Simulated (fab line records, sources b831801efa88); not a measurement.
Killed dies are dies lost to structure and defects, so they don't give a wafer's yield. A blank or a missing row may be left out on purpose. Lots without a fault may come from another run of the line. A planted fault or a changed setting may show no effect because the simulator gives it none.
Split-lot experiment | flow gf180mcu | 5 lots, 23 wafers read, on a route of 602 steps

THE SPLIT
At GF_PSD_DEVELOP_06 (develop time 60 s), the setting develop_time_s was moved away from the recipe's 60 s on 7 of the 23 wafers read, by -13.2% to -6.1%. The other wafers ran this setting at the recipe's value.

The file shows no step between the split and the reading.

THE READING
cd_nm, in nm, at GF_PSD_CD_MEAS_07 (target cd 400 nm). Fault-free wafers of this fab line usually give 399.9 nm, standard deviation 2.2 nm.

wafer  | tool, chamber at the split | develop_time_s as run, s | against the recipe | cd_nm, nm | against lot-mates on the recipe
L074.3 | litho_track-02, 0          | 60                       | recipe             | 399.8     | -
L074.4 | litho_track-02, 0          | 60                       | recipe             | 397.9     | -
L074.5 | litho_track-02, 0          | 60                       | recipe             | 398.9     | -
L079.1 | litho_track-02, 0          | 60                       | recipe             | 398.3     | -
L079.3 | litho_track-02, 0          | 60                       | recipe             | 395.1     | -
L079.4 | litho_track-02, 0          | 60                       | recipe             | 398.0     | -
L079.5 | litho_track-02, 0          | 60                       | recipe             | 397.7     | -
L079.6 | litho_track-02, 0          | 60                       | recipe             | 396.1     | -
L080.1 | litho_track-02, 0          | 60                       | recipe             | 400.9     | -
L080.2 | litho_track-02, 0          | 60                       | recipe             | 399.5     | -
L080.3 | litho_track-02, 0          | 56.34                    | -6.1%              | 394.2     | -5.8
L080.5 | litho_track-02, 0          | 56.34                    | -6.1%              | 394.7     | -5.3
L080.6 | litho_track-02, 0          | 60                       | recipe             | 399.7     | -
L081.1 | litho_track-04, 0          | 60                       | recipe             | 401.9     | -
L081.3 | litho_track-04, 0          | 55.2                     | -8.0%              | 393.0     | -8.0
L081.4 | litho_track-04, 0          | 60                       | recipe             | 400.2     | -
L081.5 | litho_track-04, 0          | 55.2                     | -8.0%              | 392.2     | -8.8
L081.6 | litho_track-04, 0          | 60                       | recipe             | 401.0     | -
L082.2 | litho_track-04, 0          | 60                       | recipe             | 401.0     | -
L082.3 | litho_track-04, 0          | 52.11                    | -13.2%             | 387.3     | -13.3
L082.4 | litho_track-04, 0          | 52.11                    | -13.2%             | 385.8     | -14.8
L082.5 | litho_track-04, 0          | 60                       | recipe             | 400.3     | -
L082.6 | litho_track-04, 0          | 52.11                    | -13.2%             | 386.2     | -14.4

THE FIT
A straight line over all 23 wafers: cd_nm changes by +0.929 nm for each +1% of develop_time_s; r = +0.94; the points scatter about the line by 1.7 nm.
The same after taking each lot's own level away (the mean of its wafers on the recipe; 23 wafers): +1.06 nm for each +1%; r = +0.99; scatter 0.86 nm.
On that fit, the largest move of develop_time_s shifts the reading by 14 nm.
The lots' own levels span 397.04 to 401.03 nm, that is 1.8 times the standard deviation above.
So the lot-to-lot level changes the slope: the two fits differ.
Check: with one of the wafers moved furthest among these (-13.2%) left out of the fit, the line predicts -14.1 nm for it against its lot-mates. It came out at -13.3 nm against them.

OTHER SPLITS ON THESE WAFERS
These wafers also went through other splits before the reading. Each is held against what the fit with the lots' levels taken away leaves over:
other split on the same wafers   | wafers away from the commonest value | r with cd_nm (lot level and that fit taken away)
GF_POLY_GATE_OXIDATION_16 temp_c | 10                                   | -0.08
GF_HV_LDD_IMPLANT_09 energy_kev  | 6                                    | +0.00
GF_HV_LDD_EXPOSE_28 dose_mj      | 5                                    | -0.38
GF_HV_LDD_COAT_41 resist_thk_nm  | 6                                    | -0.13
GF_HV_LDD_IMPLANT_48 dose_cm2    | 9                                    | +0.08
GF_NSD_COAT_02 spin_rpm          | 8                                    | -0.03
GF_NSD_DEVELOP_06 develop_time_s | 7                                    | +0.04

THE FILE'S OWN FIT
cd_nm changes by +1.05 nm for each +1% of develop_time_s, r = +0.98.
